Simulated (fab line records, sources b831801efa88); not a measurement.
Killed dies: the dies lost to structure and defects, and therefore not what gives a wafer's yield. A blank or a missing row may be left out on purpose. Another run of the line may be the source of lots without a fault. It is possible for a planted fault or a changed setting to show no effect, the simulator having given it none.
fab line records | flow sky130
[record] lots = 6 | wafers = 18 | last-day = 50
route steps=708 shown VIA1@467 METAL2@483 PAD_OPEN@708
lots with no fault: from the same line, run without faults
start-h: start of the lot's first displayed wafer, in hours after the record's first day | wait-h: hours elapsed since this lot's preceding step | " identical to the entry in the row above | L1.1+2: several wafers, shown together as one row | - no value present, or no start provided | * or withheld: withheld | < > ~ a bound
route shown NAME@n: names a module that has steps shown in the file, with the first one's number in the route | usual: mean/standard deviation taken from wafers without a fault | same: alike in all rows | chamber/n: place in a boat | sites: readings site by site | _std_site: the standard deviation of these | _edge_site: inner sites' mean taken away from outer sites' mean | radius-mm: how far each site lies from the wafer's centre | mask NAME#n: copy n | behind: the last tool/chamber to shape the wafer | hold: what put the lot on hold/how long, in hours/how the hold closed | device: transistor that didn't switch, given as n, p or np | end of line: the same wafers' tests at the end of the route | a step given without rows: its recipe and nothing more | killed: dies lost to structure and defects at the first sort, not the wafer's yield | map: the dies of a wafer, with x for killed, . for not killed, _ for no die there
set.NAME: the run value of the setting; set.NAME@STEP: its run value at that earlier step | model.NAME: the simulator's own value behind a step, which no gauge read
lots seen at some steps along the route; tables by step, rows by wafer
services: from which hour (start-h, from the record's first day; less than 0 if before it) a tool's chamber was out of use, for how many hours, and why
[[steps]]
[step SKY_VIA1_EXPOSE_09]
[recipe] mask-id = VIM | na = 0.8 | source-shape = annular | sigma-inner = 0.55 | sigma-outer = 0.85 | target-cd-nm = 150 | dose-mj = 38
[step SKY_VIA1_PEB_10]
[recipe] peb-temp-c = withheld | peb-time-s = withheld | resist = KrF-thick
[step SKY_VIA1_DEVELOP_11]
[recipe] develop-time-s = 60 | resist = KrF-thick | dev-temp-c = 21
[step SKY_VIA1_CD_MEAS_12]
[recipe] target-cd-nm = 150
[usual] cd-nm = 149.6/1.7
lot.wafer | tool      | chamber | start-h | wait-h | cd-nm
L969.2    | cd-sem-02 | -       | 827.20  | -      | 150.0
L969.3    | "         | -       | "       | "      | 149.8
L969.5    | "         | -       | "       | "      | 149.6
L976.1    | cd-sem-01 | -       | 877.66  | -      | 147.7
L976.2    | "         | -       | "       | "      | 147.0
L976.5    | "         | -       | "       | "      | 147.7
L983.1    | cd-sem-01 | -       | 928.71  | -      | 149.7
L983.2    | "         | -       | "       | "      | 148.9
L983.3    | "         | -       | "       | "      | 150.7
L984.1    | cd-sem-01 | -       | 939.71  | -      | 149.8
L984.2    | "         | -       | "       | "      | 149.2
L984.5    | "         | -       | "       | "      | 147.4
L985.1    | cd-sem-01 | -       | 952.08  | -      | 147.6
L985.2    | "         | -       | "       | "      | 148.8
L985.6    | "         | -       | "       | "      | 148.3
L988.1    | cd-sem-02 | -       | 957.36  | -      | 148.9
L988.4    | "         | -       | "       | "      | 148.5
L988.6    | "         | -       | "       | "      | 150.5
[step SKY_VIA1_OVL_MEAS_13]
[usual] VIA1_OVL = 5/4.4
lot.wafer | tool       | chamber | start-h | wait-h | VIA1_OVL[nm]
L969.2    | overlay-01 | -       | 827.31  | 0.1    | -1
L969.3    | "          | -       | "       | "      | 4
L969.5    | "          | -       | "       | "      | 3
L976.1    | overlay-01 | -       | 877.78  | 0.1    | -3
L976.2    | "          | -       | "       | "      | 3
L976.5    | "          | -       | "       | "      | 5
L983.1    | overlay-02 | -       | 928.83  | 0.1    | 8
L983.2    | "          | -       | "       | "      | 2
L983.3    | "          | -       | "       | "      | 7
L984.1    | overlay-01 | -       | 939.83  | 0.1    | 10
L984.2    | "          | -       | "       | "      | -5
L984.5    | "          | -       | "       | "      | 2
L985.1    | overlay-02 | -       | 952.20  | 0.1    | 11
L985.2    | "          | -       | "       | "      | -5
L985.6    | "          | -       | "       | "      | 11
L988.1    | overlay-01 | -       | 957.48  | 0.1    | 2
L988.4    | "          | -       | "       | "      | 2
L988.6    | "          | -       | "       | "      | 3
[step SKY_VIA1_ETCH_14]
[recipe] chemistry = N2/H2 | target = BARC | ion-energy-ev = 200 | source-w = 500 | bias-w = 100 | pressure-mtorr = 30 | n2-flow-sccm = 100 | h2-flow-sccm = 200 | stop-on = SiO2 | time-s = 45.9 | target-depth-a = 600
[usual] drypump-motor-current-A = 5.78/0.25 | n2-flow-sccm = 100.03/0.26 | oes-product-au = 0.855/0.0049 | rf-fwd-power-W = 494.9/1.8 | throttle-valve-pct = 13.224/0.0091
lot.wafer | tool        | chamber | start-h | wait-h | drypump-motor-current-A | n2-flow-sccm | oes-product-au | rf-fwd-power-W | rf-hours-counter-h | throttle-valve-pct
L969.2    | rie-diel-04 | 1       | 827.34  | 0.0    | 5.34                    | 99.99        | 0.856          | 495.3          | 8                  | 13.230
L969.3    | "           | 2       | "       | "      | 6.12                    | 99.57        | 0.855          | 493.2          | 3                  | 13.206
L969.5    | "           | 3       | "       | "      | 5.66                    | 100.27       | 0.852          | 496.2          | -                  | 13.230
L976.1    | rie-diel-03 | 2       | 877.81  | 0.0    | 6.08                    | 100.37       | 0.861          | 495.5          | 5                  | 13.226
L976.2    | "           | 1       | "       | "      | 5.70                    | 100.06       | 0.857          | 496.8          | 2                  | 13.216
L976.5    | "           | 3       | "       | "      | 5.67                    | 100.33       | 0.856          | 494.9          | -                  | 13.222
L983.1    | rie-diel-03 | 0       | 928.87  | 0.0    | 5.72                    | 100.14       | 0.860          | 497.8          | 5                  | 13.209
L983.2    | "           | 3       | "       | "      | 5.68                    | 99.62        | 0.854          | 497.2          | 13                 | 13.210
L983.3    | "           | 2       | "       | "      | 6.07                    | 100.15       | 0.849          | 496.1          | 6                  | 13.222
L984.1    | rie-diel-01 | 1       | 939.87  | 0.0    | 5.60                    | 100.18       | 0.853          | 497.7          | 19                 | 13.229
L984.2    | "           | 0       | "       | "      | 5.98                    | 99.61        | 0.846          | 495.8          | 25                 | 13.230
L984.5    | "           | 2       | "       | "      | 5.60                    | 100.07       | 0.856          | 493.5          | -                  | 13.217
L985.1    | rie-diel-01 | 1       | 952.24  | 0.0    | 5.61                    | 100.53       | 0.866          | 495.8          | 20                 | 13.229
L985.2    | "           | 0       | "       | "      | 6.00                    | 99.84        | 0.848          | 496.8          | 25                 | 13.220
L985.6    | "           | 2       | "       | "      | 5.55                    | 100.38       | 0.853          | 495.4          | -                  | 13.226
L988.1    | rie-diel-04 | 3       | 957.51  | 0.0    | 5.64                    | 100.18       | 0.850          | 495.1          | 15                 | 13.223
L988.4    | "           | 2       | "       | "      | 6.12                    | 100.53       | 0.859          | 495.2          | 6                  | 13.223
L988.6    | "           | 3       | "       | "      | 5.65                    | 99.45        | 0.859          | 495.9          | -                  | 13.231
[step SKY_VIA1_ETCH_15]
[recipe] target = SiO2 | chemistry = C4F8/O2/Ar | target-depth-nm = 351 | stop-on = TiN | mask-material = KrF-thick | source-w = 1500 | bias-w = 1200 | pressure-mtorr = 40 | c4f8-flow-sccm = withheld | O2_flow_sccm = 6 | Ar_flow_sccm = 300 | time-s = 54
[usual] oes-product-au = 0.982/0.0051 | rf-fwd-power-W = 1486/5.4
lot.wafer | tool        | chamber | start-h | wait-h | oes-product-au | rf-fwd-power-W | rf-hours-counter-h
L969.2    | rie-diel-04 | 1       | 827.38  | 0.0    | 0.977          | 1490           | 8
L969.3    | "           | 2       | "       | "      | 0.979          | 1488           | 3
L969.5    | "           | 3       | "       | "      | 0.982          | 1484           | -
L976.1    | rie-diel-03 | 2       | 877.85  | 0.0    | 0.990          | 1482           | 5
L976.2    | "           | 1       | "       | "      | 0.981          | 1487           | 2
L976.5    | "           | 3       | "       | "      | 0.985          | 1491           | -
L983.1    | rie-diel-03 | 0       | 928.91  | 0.0    | 0.979          | 1496           | 5
L983.2    | "           | 3       | "       | "      | 0.981          | 1485           | 13
L983.3    | "           | 2       | "       | "      | 0.986          | 1493           | 6
L984.1    | rie-diel-01 | 1       | 939.91  | 0.0    | 0.980          | 1488           | 19
L984.2    | "           | 0       | "       | "      | 0.984          | 1490           | 25
L984.5    | "           | 2       | "       | "      | 0.968          | 1483           | -
L985.1    | rie-diel-01 | 1       | 952.28  | 0.0    | 0.981          | 1493           | 20
L985.2    | "           | 0       | "       | "      | 0.977          | 1479           | 25
L985.6    | "           | 2       | "       | "      | 0.971          | 1482           | -
L988.1    | rie-diel-04 | 3       | 957.55  | 0.0    | 0.981          | 1491           | 15
L988.4    | "           | 2       | "       | "      | 0.981          | 1486           | 6
L988.6    | "           | 3       | "       | "      | 0.985          | 1482           | -
[step SKY_VIA1_STRIP_16]
[recipe] chemistry = O2/N2 | power-w = 1400 | pressure-mtorr = 1500 | platen-temp-c = withheld | o2-flow-sccm = 3000 | n2-flow-sccm = 300 | overash-fraction = 0.5
[usual] drypump-motor-current-A = 5.8/0.53 | n2-flow-sccm = 299.8/0.91 | oes-product-au = 0.417/0.0044 | strip-time-to-endpoint-s = 4.472/0.019
lot.wafer | tool            | chamber | start-h | wait-h | drypump-motor-current-A | n2-flow-sccm | oes-product-au | rf-hours-counter-h | strip-time-to-endpoint-s
L969.2    | plasma-asher-01 | 0       | 827.43  | 0.0    | 6.7                     | 301.3        | 0.416          | 74                 | 4.531
L969.3    | "               | 0       | "       | "      | 6.7                     | 299.6        | 0.418          | -                  | 4.477
L969.5    | "               | 1       | "       | "      | 5.8                     | 300.1        | 0.416          | -                  | 4.477
L976.1    | plasma-asher-02 | 0       | 877.90  | 0.0    | 5.3                     | 299.4        | 0.417          | 108                | 4.451
L976.2    | "               | 1       | "       | "      | 5.0                     | 300.7        | 0.410          | 108                | 4.476
L976.5    | "               | 0       | "       | "      | 5.3                     | 299.9        | 0.418          | -                  | 4.468
L983.1    | plasma-asher-02 | 1       | 928.95  | 0.0    | 5.1                     | 298.1        | 0.416          | 113                | 4.477
L983.2    | "               | 0       | "       | "      | 5.3                     | 299.8        | 0.412          | 113                | 4.457
L983.3    | "               | 1       | "       | "      | 5.1                     | 299.3        | 0.414          | -                  | 4.466
L984.1    | plasma-asher-04 | 1       | 939.95  | 0.0    | 6.1                     | 299.3        | 0.418          | 15                 | 4.469
L984.2    | "               | 0       | "       | "      | 5.7                     | 301.2        | 0.417          | 15                 | 4.473
L984.5    | "               | 1       | "       | "      | 6.1                     | 299.5        | 0.417          | -                  | 4.456
L985.1    | plasma-asher-01 | 1       | 952.33  | 0.0    | 5.8                     | 298.7        | 0.408          | 86                 | 4.478
L985.2    | "               | 0       | "       | "      | 6.8                     | 300.4        | 0.418          | 86                 | 4.471
L985.6    | "               | 0       | "       | "      | 6.8                     | 298.2        | 0.421          | -                  | 4.486
L988.1    | plasma-asher-04 | 1       | 957.60  | 0.0    | 6.1                     | 301.0        | 0.427          | 16                 | 4.482
L988.4    | "               | 0       | "       | "      | 5.7                     | 299.3        | 0.407          | -                  | 4.456
L988.6    | "               | 0       | "       | "      | 5.7                     | 301.3        | 0.414          | -                  | 4.467
[step SKY_VIA1_STRIP_17]
[recipe] chemistry = post-etch-residue-remover | time-s = 1200 | temp-c = 72.5
[step SKY_VIA1_CLEAN_18]
[recipe] chemistry = IPA | time-s = 180 | temp-c = 25
[step SKY_VIA1_CLEAN_19]
[recipe] chemistry = O3/DIW | dry = n2-spin
[step SKY_VIA1_SPUTTER_20]
[recipe] material = TiN | target-thk-nm = 20 | chamber-pressure-pa = 5 | power-w = 4000 | time-s = 80
[usual] throttle-valve-pct = 29.6/0.65
lot.wafer | tool           | chamber | start-h | wait-h | throttle-valve-pct
L969.2    | pvd-sputter-01 | -       | 828.50  | 0.0    | 30.5
L969.3    | "              | -       | "       | "      | 29.7
L969.5    | "              | -       | "       | "      | 30.3
L976.1    | pvd-sputter-03 | -       | 878.50  | 0.0    | 29.8
L976.2    | "              | -       | "       | "      | 28.6
L976.5    | "              | -       | "       | "      | 28.9
L983.1    | pvd-sputter-02 | -       | 929.55  | 0.0    | 29.7
L983.2    | "              | -       | "       | "      | 29.6
L983.3    | "              | -       | "       | "      | 30.4
L984.1    | pvd-sputter-02 | -       | 940.58  | 0.0    | 29.3
L984.2    | "              | -       | "       | "      | 29.6
L984.5    | "              | -       | "       | "      | 30.3
L985.1    | pvd-sputter-03 | -       | 952.96  | 0.0    | 29.9
L985.2    | "              | -       | "       | "      | 30.2
L985.6    | "              | -       | "       | "      | 30.4
L988.1    | pvd-sputter-01 | -       | 958.20  | 0.0    | 28.5
L988.4    | "              | -       | "       | "      | 29.1
L988.6    | "              | -       | "       | "      | 28.9
[step SKY_VIA1_CVD_21]
[recipe] material = W | target-thk-nm = 270 | time-s = 80.902 | temp-c = 400 | pressure-torr = 40
[usual] heater-power-w = 770/45 | susceptor-temp-C = 399.96/0.23
lot.wafer | tool     | chamber | start-h | wait-h | heater-power-w | susceptor-temp-C | model.W_of_VIA1_CVD_21.thk-nm
L969.2    | cvd-w-01 | 1       | 828.56  | 0.0    | 681            | 399.82           | 268.2
L969.3    | "        | 0       | "       | "      | 804            | 400.14           | 274.6
L969.5    | "        | 1       | "       | "      | 693            | 399.97           | 273.3
L976.1    | cvd-w-02 | 1       | 878.56  | 0.0    | 765            | 400.16           | 269.7
L976.2    | "        | 0       | "       | "      | 809            | 399.95           | 268.8
L976.5    | "        | 1       | "       | "      | 780            | 399.98           | 271.5
L983.1    | cvd-w-02 | 0       | 929.61  | 0.0    | 811            | 399.93           | 268.2
L983.2    | "        | 1       | "       | "      | 784            | 399.82           | 346.3
L983.3    | "        | 0       | "       | "      | 804            | 400.03           | 266.1
L984.1    | cvd-w-01 | 1       | 940.64  | 0.0    | 706            | 399.87           | 271.4
L984.2    | "        | 0       | "       | "      | 777            | 399.77           | 276
L984.5    | "        | 1       | "       | "      | 673            | 399.79           | 269
L985.1    | cvd-w-02 | 1       | 953.02  | 0.0    | 765            | 399.71           | 344.8
L985.2    | "        | 0       | "       | "      | 808            | 400.10           | 268.9
L985.6    | "        | 1       | "       | "      | 772            | 399.67           | 349.4
L988.1    | cvd-w-01 | 0       | 958.26  | 0.0    | 784            | 399.80           | 271
L988.4    | "        | 1       | "       | "      | 695            | 400.34           | 269.4
L988.6    | "        | 1       | "       | "      | 697            | 400.13           | 266.3
[step SKY_VIA1_RS_MEAS_22]
[recipe] thk-meas-gauge = four-point-probe | reads = W_of_VIA1_CVD_21+TiN_of_VIA1_SPUTTER_20
[usual] VIA1_W_RS = 0.425/0.005
lot.wafer | tool          | chamber | start-h | wait-h | hold                     | VIA1_W_RS[ohm/sq]
L969.2    | film-metro-03 | -       | 828.68  | 0.1    | -                        | 0.429
L969.3    | "             | -       | "       | "      | -                        | 0.418
L969.5    | "             | -       | "       | "      | -                        | 0.421
L976.1    | film-metro-04 | -       | 878.65  | 0.1    | -                        | 0.428
L976.2    | "             | -       | "       | "      | -                        | 0.427
L976.5    | "             | -       | "       | "      | -                        | 0.424
L983.1    | film-metro-02 | -       | 929.70  | 0.1    | await-dispo/0.2h/release | 0.429
L983.2    | "             | -       | "       | "      | await-dispo/0.2h/release | 0.332
L983.3    | "             | -       | "       | "      | await-dispo/0.2h/release | 0.434
L983.1    | film-metro-02 | -       | 929.99  | 0.3    | -                        | 0.430
L983.2    | "             | -       | "       | "      | -                        | 0.331
L983.3    | "             | -       | "       | "      | -                        | 0.434
L984.1    | film-metro-03 | -       | 940.73  | 0.1    | -                        | 0.424
L984.2    | "             | -       | "       | "      | -                        | 0.416
L984.5    | "             | -       | "       | "      | -                        | 0.428
L985.1    | film-metro-04 | -       | 953.11  | 0.1    | await-dispo/0.2h/release | 0.333
L985.2    | "             | -       | "       | "      | await-dispo/0.2h/release | 0.428
L985.6    | "             | -       | "       | "      | await-dispo/0.2h/release | 0.328
L985.1    | film-metro-04 | -       | 953.40  | 0.3    | -                        | 0.333
L985.2    | "             | -       | "       | "      | -                        | 0.428
L985.6    | "             | -       | "       | "      | -                        | 0.328
L988.1    | film-metro-04 | -       | 958.35  | 0.1    | -                        | 0.425
L988.4    | "             | -       | "       | "      | -                        | 0.428
L988.6    | "             | -       | "       | "      | -                        | 0.433
[step SKY_VIA1_THK_MEAS_23]
[recipe] thk-meas-gauge = xrf | reads = W_of_VIA1_CVD_21
[usual] VIA1_W_THK = 275/4.1
lot.wafer | tool          | chamber | start-h | wait-h | hold                     | VIA1_W_THK[nm]
L969.2    | film-metro-03 | -       | 828.79  | 0.1    | -                        | 270
L969.3    | "             | -       | "       | "      | -                        | 278
L969.5    | "             | -       | "       | "      | -                        | 276
L976.1    | film-metro-04 | -       | 878.77  | 0.1    | -                        | 275
L976.2    | "             | -       | "       | "      | -                        | 275
L976.5    | "             | -       | "       | "      | -                        | 279
L983.1    | film-metro-02 | -       | 932.48  | 2.5    | await-dispo/0.2h/release | 271
L983.2    | "             | -       | "       | "      | await-dispo/0.2h/release | 351
L983.3    | "             | -       | "       | "      | await-dispo/0.2h/release | 269
L983.1    | film-metro-02 | -       | 932.71  | 0.2    | -                        | 270
L983.2    | "             | -       | "       | "      | -                        | 351
L983.3    | "             | -       | "       | "      | -                        | 268
L984.1    | film-metro-03 | -       | 940.85  | 0.1    | -                        | 271
L984.2    | "             | -       | "       | "      | -                        | 279
L984.5    | "             | -       | "       | "      | -                        | 270
L985.1    | film-metro-04 | -       | 955.29  | 1.9    | await-dispo/0.2h/release | 356
L985.2    | "             | -       | "       | "      | await-dispo/0.2h/release | 275
L985.6    | "             | -       | "       | "      | await-dispo/0.2h/release | 361
L985.1    | film-metro-04 | -       | 955.52  | 0.2    | -                        | 356
L985.2    | "             | -       | "       | "      | -                        | 277
L985.6    | "             | -       | "       | "      | -                        | 361
L988.1    | film-metro-04 | -       | 958.47  | 0.1    | -                        | 277
L988.4    | "             | -       | "       | "      | -                        | 277
L988.6    | "             | -       | "       | "      | -                        | 272
[step SKY_VIA1_CMP_24]
[recipe] stop-on = SiO2 | t-overpolish-s = 15 | down-force-psi = 3.5 | platen-rpm = 60 | target-thk-nm = 0 | pad-velocity-m-s = 0.94248
[usual] motor-current-A = 10.6/0.94 | time-to-endpoint-s = 64.5/2.7
lot.wafer | tool   | chamber | start-h | wait-h | hold                     | motor-current-A | time-to-endpoint-s
L969.3    | cmp-01 | 1       | 828.84  | 0.0    | -                        | 11.4            | 58.6
L969.2    | "      | 3       | "       | "      | -                        | 9.5             | 59.8
L969.5    | "      | 1       | "       | "      | -                        | 11.1            | 57.6
L976.2    | cmp-02 | 0       | 878.83  | 0.0    | -                        | 9.9             | 66.0
L976.1    | "      | 1       | "       | "      | -                        | 11.4            | 66.8
L976.5    | "      | 1       | "       | "      | -                        | 11.6            | 66.7
L983.2    | cmp-02 | 0       | 935.39  | 2.7    | await-dispo/2.3h/release | 9.9             | 84.2
L983.1    | "      | 1       | "       | "      | await-dispo/2.3h/release | 12.1            | 66.2
L983.3    | "      | 2       | "       | "      | await-dispo/2.3h/release | 9.0             | 63.7
L984.1    | cmp-02 | 1       | 940.96  | 0.1    | -                        | 11.5            | 68.6
L984.2    | "      | 3       | "       | "      | -                        | 11.2            | 66.1
L984.5    | "      | 0       | "       | "      | -                        | 10.0            | 67.2
L985.2    | cmp-02 | 3       | 958.37  | 2.8    | await-dispo/2.7h/release | 11.3            | 65.3
L985.1    | "      | 1       | "       | "      | await-dispo/2.7h/release | 10.8            | 79.4
L985.6    | "      | 2       | "       | "      | await-dispo/2.7h/release | 9.2             | 82.7
L988.1    | cmp-01 | 2       | 958.58  | 0.1    | -                        | 10.1            | 59.8
L988.4    | "      | 3       | "       | "      | -                        | 9.0             | 64.7
L988.6    | "      | 2       | "       | "      | -                        | 10.1            | 59.2
[step SKY_METAL2_SPUTTER_00]
[recipe] material = Ti | target-thk-nm = 15 | power-w = 3000 | time-s = 10 | chamber-pressure-pa = 0.4
[usual] throttle-valve-pct = 29.7/1
lot.wafer | tool           | chamber | start-h | wait-h | throttle-valve-pct
L969.2    | pvd-sputter-03 | -       | 829.14  | 0.1    | 29.0
L969.3    | "              | -       | "       | "      | 28.9
L969.5    | "              | -       | "       | "      | 30.6
L976.1    | pvd-sputter-04 | -       | 879.13  | 0.2    | 32.0
L976.2    | "              | -       | "       | "      | 32.1
L976.5    | "              | -       | "       | "      | 29.9
L983.1    | pvd-sputter-01 | -       | 935.69  | 0.2    | 29.7
L983.2    | "              | -       | "       | "      | 28.8
L983.3    | "              | -       | "       | "      | 30.4
L984.1    | pvd-sputter-04 | -       | 941.21  | 0.2    | 31.6
L984.2    | "              | -       | "       | "      | 31.9
L984.5    | "              | -       | "       | "      | 30.1
L985.1    | pvd-sputter-01 | -       | 958.62  | 0.1    | 29.4
L985.2    | "              | -       | "       | "      | 29.1
L985.6    | "              | -       | "       | "      | 28.9
L988.1    | pvd-sputter-01 | -       | 958.83  | 0.2    | 30.4
L988.4    | "              | -       | "       | "      | 28.7
L988.6    | "              | -       | "       | "      | 28.8
[step SKY_PAD_OPEN_PROBE_99]
[usual] defect-limited-yield = 82.5/1.9 | killed_at_M0_to_M3 = 44/7.2 | killed_at_M4_up = 2.9/1.8 | killed-at-contacts = 24/5.6 | killed-at-front-end = 15/4.2 | killed-at-other = 0.4/0.71 | killed-dies = 86/9.2 | killed-on-rim = 16/3.6 | killed-open = 47/7.2 | killed-short = 39/5.7 | sort_bin_3_pad_short = 0.9/0.4 | sort_bin_5_function = 10.2/1.6 | sort_bin_6_memory = 6.4/1.2 | sort-n-pass = 406/9.2 | sort-yield-pct = 82.5/1.9
[same] gross-dies = 492 | killed-at-back-side = 0 | sort_bin_4_leakage[%] = 0 | sort_bin_8_speed[%] = 0
lot.wafer | tool      | chamber | start-h | wait-h | defect-limited-yield[%] | killed_at_M0_to_M3 | killed_at_M4_up | killed-at-contacts | killed-at-front-end | killed-at-other | killed-dies | killed-on-rim | killed-open | killed-short | sort_bin_3_pad_short[%] | sort_bin_5_function[%] | sort_bin_6_memory[%] | sort-n-pass | sort-yield-pct[%]
L976.1    | prober-02 | -       | 1143.07 | 0.1    | 80.7                    | 41                 | 2               | 28                 | 24                  | 0               | 95          | 24            | 55          | 40           | 0.6                     | 10.0                   | 8.7                  | 397         | 80.7
L976.2    | prober-02 | -       | 1143.12 | 0.1    | 81.3                    | 54                 | 4               | 20                 | 14                  | 0               | 92          | 18            | 47          | 45           | 1.0                     | 8.7                    | 8.9                  | 400         | 81.3
L976.5    | prober-02 | -       | 1143.27 | 0.2    | 86.2                    | 29                 | 5               | 20                 | 14                  | 0               | 68          | 17            | 39          | 28           | 0.6                     | 7.5                    | 5.7                  | 424         | 86.2
L983.1    | prober-02 | -       | 1179.48 | 0.1    | 80.5                    | 51                 | 2               | 31                 | 12                  | 0               | 96          | 16            | 56          | 39           | 1.2                     | 12.0                   | 6.3                  | 396         | 80.5
L983.2    | prober-02 | -       | 1179.53 | 0.1    | 79.9                    | 64                 | 6               | 16                 | 13                  | 0               | 99          | 21            | 56          | 43           | 1.4                     | 11.4                   | 7.3                  | 393         | 79.9
L983.3    | prober-02 | -       | 1179.58 | 0.2    | 80.1                    | 52                 | 0               | 35                 | 11                  | 0               | 98          | 23            | 51          | 47           | 0.6                     | 12.6                   | 6.7                  | 394         | 80.1
L985.1    | prober-02 | -       | 1195.63 | 0.1    | 82.5                    | 49                 | 0               | 18                 | 18                  | 1               | 86          | 13            | 51          | 35           | 1.0                     | 10.2                   | 6.3                  | 406         | 82.5
L985.2    | prober-02 | -       | 1195.68 | 0.1    | 84.6                    | 43                 | 0               | 15                 | 17                  | 1               | 76          | 17            | 41          | 34           | 0.8                     | 10.0                   | 4.7                  | 416         | 84.6
L985.6    | prober-02 | -       | 1195.88 | 0.2    | 81.9                    | 56                 | 5               | 15                 | 12                  | 1               | 89          | 16            | 44          | 44           | 0.8                     | 10.0                   | 7.3                  | 403         | 81.9
L988.1    | prober-02 | -       | 1198.18 | 0.1    | 84.3                    | 34                 | 3               | 27                 | 12                  | 1               | 77          | 18            | 32          | 45           | 1.6                     | 8.3                    | 5.7                  | 415         | 84.3
L988.4    | prober-02 | -       | 1198.33 | 0.2    | 85.8                    | 32                 | 1               | 22                 | 15                  | 0               | 70          | 14            | 43          | 25           | 0.6                     | 10.0                   | 3.7                  | 422         | 85.8
L988.6    | prober-02 | -       | 1198.43 | 0.2    | 80.5                    | 37                 | 4               | 33                 | 22                  | 0               | 96          | 24            | 53          | 42           | 0.8                     | 14.2                   | 4.5                  | 396         | 80.5
// killed by level:class
L976.1 CONTACT:geometric-particle:open=11 FIELD_ISO:geometric-particle:open=10 VIA1:geometric-particle:open=10 FIELD_ISO:geometric-particle:short=6 LI_CONTACT:geometric-particle:short=6 VIA2:geometric-particle:open=6 LI_CONTACT:geometric-particle:open=5 CONTACT:geometric-particle:short=5
L976.2 VIA2:geometric-particle:open=11 VIA1:geometric-particle:open=11 FIELD_ISO:geometric-particle:short=7 VIA1:geometric-particle:short=7 LI_CONTACT:geometric-particle:open=7 METAL1:geometric-particle:short=7 LOCAL_INTERCONNECT:geometric-particle:short=5 VIA3:geometric-particle:open=5
L976.5 CONTACT:geometric-particle:open=6 LI_CONTACT:geometric-particle:open=5 VIA1:geometric-particle:short=5 POLY_GATE:geometric-particle:open=4 LI_CONTACT:geometric-particle:short=4 VIA2:geometric-particle:open=4 METAL1:geometric-particle:open=4 VIA1:geometric-particle:open=4
L983.1 CONTACT:geometric-particle:open=16 VIA1:geometric-particle:open=11 VIA3:geometric-particle:open=8 VIA2:geometric-particle:open=8 METAL1:geometric-particle:short=7 CONTACT:geometric-particle:short=5 LI_CONTACT:geometric-particle:short=5 LI_CONTACT:geometric-particle:open=5
L983.2 VIA1:geometric-particle:open=16 VIA2:geometric-particle:open=10 METAL1:geometric-particle:short=8 VIA3:geometric-particle:open=8 CONTACT:geometric-particle:open=6 METAL2:geometric-particle:short=5 LI_CONTACT:geometric-particle:open=4 VIA1:geometric-particle:short=4
L983.3 CONTACT:geometric-particle:open=11 VIA3:geometric-particle:open=10 CONTACT:geometric-particle:short=9 VIA2:geometric-particle:open=9 LI_CONTACT:geometric-particle:open=7 METAL1:geometric-particle:short=7 VIA1:geometric-particle:open=7 POLY_GATE:geometric-particle:short=6
L985.1 VIA1:geometric-particle:open=11 VIA1:geometric-particle:short=10 VIA2:geometric-particle:open=9 FIELD_ISO:geometric-particle:open=7 CONTACT:geometric-particle:open=7 VIA3:geometric-particle:open=7 CONTACT:geometric-particle:short=5 METAL2:geometric-particle:short=5
L985.2 VIA1:geometric-particle:open=12 VIA1:geometric-particle:short=9 CONTACT:geometric-particle:open=7 VIA2:geometric-particle:open=6 POLY_CUT:geometric-particle:short=5 METAL2:geometric-particle:short=5 POLY_GATE:geometric-particle:open=3 LI_CONTACT:geometric-particle:open=3
L985.6 VIA1:geometric-particle:open=15 METAL3:geometric-particle:short=7 VIA2:geometric-particle:open=7 METAL1:geometric-particle:short=6 VIA1:geometric-particle:short=6 VIA3:geometric-particle:open=6 LI_CONTACT:geometric-particle:open=5 CONTACT:geometric-particle:open=5
L988.1 METAL1:geometric-particle:short=8 LI_CONTACT:geometric-particle:open=7 LOCAL_INTERCONNECT:geometric-particle:short=6 CONTACT:geometric-particle:open=5 CONTACT:geometric-particle:short=5 VIA1:geometric-particle:open=5 VIA3:geometric-particle:open=5 METAL2:geometric-particle:short=4
L988.4 VIA3:geometric-particle:open=10 CONTACT:geometric-particle:open=8 VIA1:geometric-particle:open=7 LI_CONTACT:geometric-particle:open=5 VIA1:geometric-particle:short=5 FIELD_ISO:geometric-particle:open=4 LI_CONTACT:geometric-particle:short=4 CONTACT:geometric-particle:short=4
L988.6 CONTACT:geometric-particle:open=12 VIA3:geometric-particle:open=9 VIA2:geometric-particle:open=8 LI_CONTACT:geometric-particle:short=6 LI_CONTACT:geometric-particle:open=6 VIA1:geometric-particle:open=6 FIELD_ISO:geometric-particle:short=5 SPACER:geometric-particle:open=5
[[services]]
tool           | chamber | start-h | hours | kind
rie-diel-04    | 1       | 807.44  | 2.5   | repair
cmp-02         | -       | 808.60  | 0.2   | repair
rie-diel-03    | -       | 827.42  | 0.1   | repair
rie-diel-03    | 2       | 841.86  | 17.4  | repair
rie-diel-03    | 1       | 842.99  | 7.9   | repair
rie-diel-01    | -       | 845.61  | 15.4  | repair
rie-diel-03    | 3       | 848.03  | 4.3   | repair
pvd-sputter-01 | -       | 850.76  | 3.4   | repair
rie-diel-04    | 3       | 853.60  | 5.3   | repair
pvd-sputter-03 | -       | 853.92  | 0.7   | repair
rie-diel-04    | 2       | 859.43  | 5.2   | repair
cmp-02         | -       | 860.85  | 1.1   | repair
rie-diel-04    | 1       | 862.74  | 3.2   | repair
cvd-w-02       | -       | 870.33  | 2.8   | pm
rie-diel-03    | -       | 873.41  | 0.1   | repair
cmp-02         | -       | 884.59  | 10.6  | pm
rie-diel-01    | 3       | 891.22  | 4.3   | repair
cmp-02         | -       | 901.34  | 0.9   | repair
rie-diel-03    | 1       | 905.60  | 5.8   | repair
cmp-02         | -       | 919.82  | 1.0   | repair
cmp-02         | -       | 922.38  | 6.5   | pm
rie-diel-04    | 0       | 929.67  | 6.4   | repair
rie-diel-01    | 3       | 947.52  | 70.4  | repair
rie-diel-04    | 1       | 958.76  | 5.8   | repair
[[key]]
[first-sign] step = SKY_VIA1_RS_MEAS_22 | reading = visit | direction = added
[effect] step = SKY_VIA1_RS_MEAS_22 | reading = VIA1_W_RS | direction = down | sigmas = 19 | usual = 0.425 | struck = 0.331
[effect] step = SKY_VIA1_THK_MEAS_23 | reading = visit | direction = added
[effect] step = SKY_VIA1_THK_MEAS_23 | reading = VIA1_W_THK | direction = up | sigmas = 20 | usual = 275 | struck = 356
[effect] step = SKY_VIA1_CMP_24 | reading = time-to-endpoint-s | direction = up | sigmas = 6.6 | usual = * | struck = *
[model-effect] step = SKY_VIA1_CVD_21 | value = W_of_VIA1_CVD_21.thk-nm | without = 268 | struck = 346.9
met-at SKY_VIA1_CVD_21
struck-wafers L983.2,L985.1,L985.6
onset-between 878.56 929.61
[fault] kind = process-parameter-drift | tool = cvd-w-02 | chamber = 1 | onset-h = 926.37 | steps = SKY_VIA1_CVD_21 | channel = target-thk-nm | offset = 78.928 | shape = step | end-h = 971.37 | acts-in = these-recipes-only | stated = 270
